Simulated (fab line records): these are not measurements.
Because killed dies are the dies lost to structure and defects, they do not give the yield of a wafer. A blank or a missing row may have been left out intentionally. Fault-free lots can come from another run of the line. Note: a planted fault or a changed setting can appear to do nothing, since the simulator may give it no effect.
Which tool was responsible?    flow sky130    Sampling: 24 lots, 72 wafers, 5 of 708 route steps

== WHAT THE GAUGES READ, wafer by wafer ==
SKY_METAL1_THK_MEAS_06: measures by xrf.
lot   measured      on            METAL1_ALCU_THK (nm)
L074  day 31 14:46  filmMetro-01  245 244 244
L075  day 31 23:19  filmMetro-03  246 245 245
L076  day 33 07:10  filmMetro-04  247 246 244
L077  day 33 11:20  filmMetro-01  244 245 244
L079  day 33 12:00  filmMetro-01  250 249 249
L080  day 33 13:13  filmMetro-03  243 245 241
L078  day 33 14:01  filmMetro-04  247 248 248
L081  day 33 17:38  filmMetro-04  252 251 250
L082  day 34 05:11  filmMetro-04  248 248 247
L083  day 34 15:31  filmMetro-01  245 245 244
L085  day 35 03:25  filmMetro-01  245 249 248
L084  day 35 04:17  filmMetro-04  246 248 249
L086  day 35 16:04  filmMetro-04  248 253 248
L089  day 36 23:06  filmMetro-03  245 244 245
L087  day 37 00:01  filmMetro-01  248 248 246
L088  day 37 00:20  filmMetro-03  245 246 247
L090  day 37 03:08  filmMetro-04  252 250 254
L091  day 37 06:14  filmMetro-01  241 244 242
L092  day 37 10:03  filmMetro-04  251 253 254
L093  day 37 12:49  filmMetro-01  248 245 247
L094  day 37 22:56  filmMetro-04  251 250 250
L095  day 38 07:34  filmMetro-04  245 244 242
L096  day 38 11:13  filmMetro-04  245 249 247
L097  day 38 17:25  filmMetro-03  247 246 249

SKY_VIA2_THK_MEAS_01.
lot   measured      on            VIA2_HDPCVD_THK (nm)
L074  day 35 04:36  filmMetro-02  1188 1181 1188
L075  day 35 12:10  filmMetro-01  1201 1214 1196
L076  day 36 19:11  filmMetro-02  1215 1203 1208
L077  day 36 21:16  filmMetro-04  1184 1179 1170
L079  day 37 00:04  filmMetro-04  1186 1189 1190
L080  day 37 01:04  filmMetro-02  1177 1190 1173
L078  day 37 00:43  filmMetro-04  1184 1178 1167
L081  day 37 06:39  filmMetro-04  1195 1180 1177
L082  day 37 21:23  filmMetro-04  1199 1196 1183
L083  day 38 01:44  filmMetro-02  1200 1199 1202
L085  day 38 12:56  filmMetro-04  1198 1192 1185
L084  day 38 13:58  filmMetro-01  1171 1188 1181
L086  day 39 02:19  filmMetro-02  1170 1191 1163
L089  day 40 08:29  filmMetro-04  1189 1173 1180
L087  day 40 09:32  filmMetro-04  1176 1184 1187
L088  day 40 09:50  filmMetro-02  1201 1180 1195
L090  day 40 11:29  filmMetro-04  1183 1173 1182
L091  day 40 12:56  filmMetro-04  1182 1199 1183
L092  day 40 15:23  filmMetro-02  1199 1199 1202
L093  day 40 17:42  filmMetro-01  1179 1195 1184
L094  day 41 08:20  filmMetro-02  1193 1192 1191
L095  day 41 13:59  filmMetro-01  1174 1166 1178
L096  day 41 17:28  filmMetro-01  1168 1184 1175
L097  day 41 20:31  filmMetro-04  1186 1192 1184

== TOOL THAT RAN EACH LOT (tool first, then ch and the chambers of the sampled wafers, then the start) ==
lot   SKY_METAL1_SPUTTER_04        SKY_METAL1_METAL_ETCH_19          SKY_METAL2_SPUTTER_01
L074  pvdSputter-03, day 31 14:35  rieMetal-04 ch 0,1, day 32 18:28  pvdSputter-04, day 34 00:05
L075  pvdSputter-01, day 31 23:08  rieMetal-01 ch 1, day 33 02:10    pvdSputter-02, day 34 07:23
L076  pvdSputter-01, day 33 06:59  rieMetal-02 ch 0,1, day 34 10:25  pvdSputter-04, day 35 16:01
L077  pvdSputter-01, day 33 11:10  rieMetal-04 ch 0,1, day 34 13:44  pvdSputter-01, day 35 18:47
L079  pvdSputter-02, day 33 11:50  rieMetal-01 ch 1, day 34 16:10    pvdSputter-02, day 35 20:59
L080  pvdSputter-01, day 33 13:04  rieMetal-02 ch 1, day 34 17:14    pvdSputter-02, day 35 22:41
L078  pvdSputter-02, day 33 13:51  rieMetal-04 ch 0,1, day 34 17:12  pvdSputter-01, day 35 21:22
L081  pvdSputter-02, day 33 17:28  rieMetal-01 ch 1, day 34 21:22    pvdSputter-01, day 36 03:17
L082  pvdSputter-01, day 34 05:01  rieMetal-02 ch 1, day 35 08:59    pvdSputter-01, day 36 18:06
L083  pvdSputter-01, day 34 15:20  rieMetal-02 ch 1, day 35 18:02    pvdSputter-02, day 36 22:33
L085  pvdSputter-01, day 35 03:15  rieMetal-02 ch 0,1, day 36 06:01  pvdSputter-04, day 37 10:08
L084  pvdSputter-02, day 35 04:07  rieMetal-01 ch 0,1, day 36 06:52  pvdSputter-02, day 37 11:24
L086  pvdSputter-02, day 35 15:53  rieMetal-04 ch 0,1, day 36 18:25  pvdSputter-01, day 37 23:53
L089  pvdSputter-03, day 36 22:55  rieMetal-04 ch 0,1, day 38 01:10  pvdSputter-02, day 39 07:00
L087  pvdSputter-01, day 36 23:50  rieMetal-01 ch 0,1, day 38 02:19  pvdSputter-04, day 39 07:36
L088  pvdSputter-03, day 37 00:08  rieMetal-02 ch 0,1, day 38 02:46  pvdSputter-02, day 39 07:54
L090  pvdSputter-02, day 37 02:58  rieMetal-04 ch 0,1, day 38 05:17  pvdSputter-02, day 39 09:13
L091  pvdSputter-01, day 37 06:02  rieMetal-01 ch 0,1, day 38 08:18  pvdSputter-02, day 39 11:14
L092  pvdSputter-02, day 37 09:52  rieMetal-01 ch 0,1, day 38 11:41  pvdSputter-02, day 39 14:16
L093  pvdSputter-03, day 37 12:37  rieMetal-04 ch 0,1, day 38 14:07  pvdSputter-04, day 39 15:51
L094  pvdSputter-01, day 37 22:45  rieMetal-02 ch 0,1, day 38 23:58  pvdSputter-01, day 40 07:11
L095  pvdSputter-03, day 38 07:23  rieMetal-04 ch 0,1, day 39 08:37  pvdSputter-04, day 40 11:56
L096  pvdSputter-03, day 38 11:01  rieMetal-01 ch 0,1, day 39 12:02  pvdSputter-01, day 40 15:41
L097  pvdSputter-01, day 38 17:15  rieMetal-04 ch 0,1, day 39 16:28  pvdSputter-04, day 40 18:53
- SKY_METAL1_SPUTTER_04: material TiN, target thk 70 nm, time 58.3 s.
- SKY_METAL1_METAL_ETCH_19: etches the open film in Cl2/BCl3, stops on SiO2, target depth 360 nm, time 78 s.
- SKY_METAL2_SPUTTER_01: material TiN, target thk 20 nm, time 16.7 s.

== AS READ BY THE TOOLS THEMSELVES (means over the sampled wafers that have a number; for cases with no such wafer, the mark the record gives instead) ==
SKY_METAL1_SPUTTER_04.
lot   tool           chamberPressurePa (Pa)  throttleValvePct (%)
L074  pvdSputter-03  0.4001                  30.2
L075  pvdSputter-01  0.4001                  29.5
L076  pvdSputter-01  0.4000                  29.6
L077  pvdSputter-01  0.4001                  29.9
L079  pvdSputter-02  0.4000                  30.4
L080  pvdSputter-01  0.3999                  30.6
L078  pvdSputter-02  0.3996                  30.8
L081  pvdSputter-02  0.3998                  31.2
L082  pvdSputter-01  0.4003                  29.0
L083  pvdSputter-01  0.4007                  29.6
L085  pvdSputter-01  0.3998                  30.0
L084  pvdSputter-02  0.3998                  30.6
L086  pvdSputter-02  0.4002                  30.6
L089  pvdSputter-03  0.3993                  30.2
L087  pvdSputter-01  0.4005                  29.7
L088  pvdSputter-03  0.3997                  30.4
L090  pvdSputter-02  0.3998                  30.7
L091  pvdSputter-01  0.3999                  30.5
L092  pvdSputter-02  0.3998                  30.9
L093  pvdSputter-03  0.3992                  30.0
L094  pvdSputter-01  0.3997                  29.6
L095  pvdSputter-03  0.3995                  30.2
L096  pvdSputter-03  0.4007                  31.0
L097  pvdSputter-01  0.4005                  29.8

SKY_METAL1_METAL_ETCH_19.
lot   tool         drypumpMotorCurrentA (A)  oesProductAu (a.u.)  rfFwdPowerW (W)  throttleValvePct (%)
L074  rieMetal-04  5.1                       0.855                891              22.263
L075  rieMetal-01  6.2                       0.853                889              22.260
L076  rieMetal-02  6.0                       0.853                892              22.266
L077  rieMetal-04  5.1                       0.847                892              22.258
L079  rieMetal-01  6.2                       0.862                893              22.260
L080  rieMetal-02  6.1                       0.855                890              22.261
L078  rieMetal-04  5.1                       0.858                892              22.267
L081  rieMetal-01  6.2                       0.855                891              22.254
L082  rieMetal-02  6.1                       0.854                887              22.265
L083  rieMetal-02  6.1                       0.857                888              22.254
L085  rieMetal-02  6.0                       0.857                891              22.255
L084  rieMetal-01  5.8                       0.861                891              22.257
L086  rieMetal-04  5.0                       0.858                893              22.264
L089  rieMetal-04  5.1                       0.857                889              22.262
L087  rieMetal-01  5.5                       0.855                892              22.256
L088  rieMetal-02  6.0                       0.853                891              22.263
L090  rieMetal-04  5.0                       0.860                889              22.268
L091  rieMetal-01  5.4                       0.848                894              22.266
L092  rieMetal-01  5.4                       0.858                892              22.265
L093  rieMetal-04  5.0                       0.850                892              22.264
L094  rieMetal-02  5.9                       0.858                894              22.276
L095  rieMetal-04  5.1                       0.850                892              22.267
L096  rieMetal-01  5.5                       0.855                894              22.269
L097  rieMetal-04  5.1                       0.860                888              22.265

SKY_METAL2_SPUTTER_01.
lot   tool           chamberPressurePa (Pa)  throttleValvePct (%)
L074  pvdSputter-04  0.4007                  29.2
L075  pvdSputter-02  0.4007                  31.1
L076  pvdSputter-04  0.4007                  29.1
L077  pvdSputter-01  0.4009                  30.0
L079  pvdSputter-02  0.3999                  31.1
L080  pvdSputter-02  0.3999                  30.8
L078  pvdSputter-01  0.4005                  30.0
L081  pvdSputter-01  0.3993                  29.7
L082  pvdSputter-01  0.4003                  30.2
L083  pvdSputter-02  0.3994                  30.8
L085  pvdSputter-04  0.4002                  30.0
L084  pvdSputter-02  0.3995                  30.6
L086  pvdSputter-01  0.3991                  29.9
L089  pvdSputter-02  0.3999                  30.4
L087  pvdSputter-04  0.4000                  29.7
L088  pvdSputter-02  0.3995                  30.7
L090  pvdSputter-02  0.4005                  30.0
L091  pvdSputter-02  0.4011                  30.7
L092  pvdSputter-02  0.4003                  30.9
L093  pvdSputter-04  0.4003                  29.3
L094  pvdSputter-01  0.3990                  29.6
L095  pvdSputter-04  0.3995                  29.6
L096  pvdSputter-01  0.4009                  29.3
L097  pvdSputter-04  0.4009                  29.8

== THE ANSWER, worked out from the rows above alone ==
Rule: usual is defined by the lots themselves. The widest of any qualifying gaps counts: lots, ordered by their means at a reading, are off when they make up no more than a third of the lots, leave a main group of 4 or more, and stand apart from it by 3 or more times the standard deviation of that group's means. A main group is skipped when, at the precision printed for the reading in the tables above, its means are all equal. A lot without any number at a reading at which 4 lots or more have one is off too. All remaining lots with rows at the step are treated as sound. First the gauges in route order, then the tools' own readings, where a lot's mean is used as printed above. The first step at which some lot is off is used, and at that step the reading that is off furthest; a lot without a number counts as furthest.
No lot is off at any reading shown: from this, nothing can be told.

== WHAT THE SIMULATOR HAD PUT IN ==
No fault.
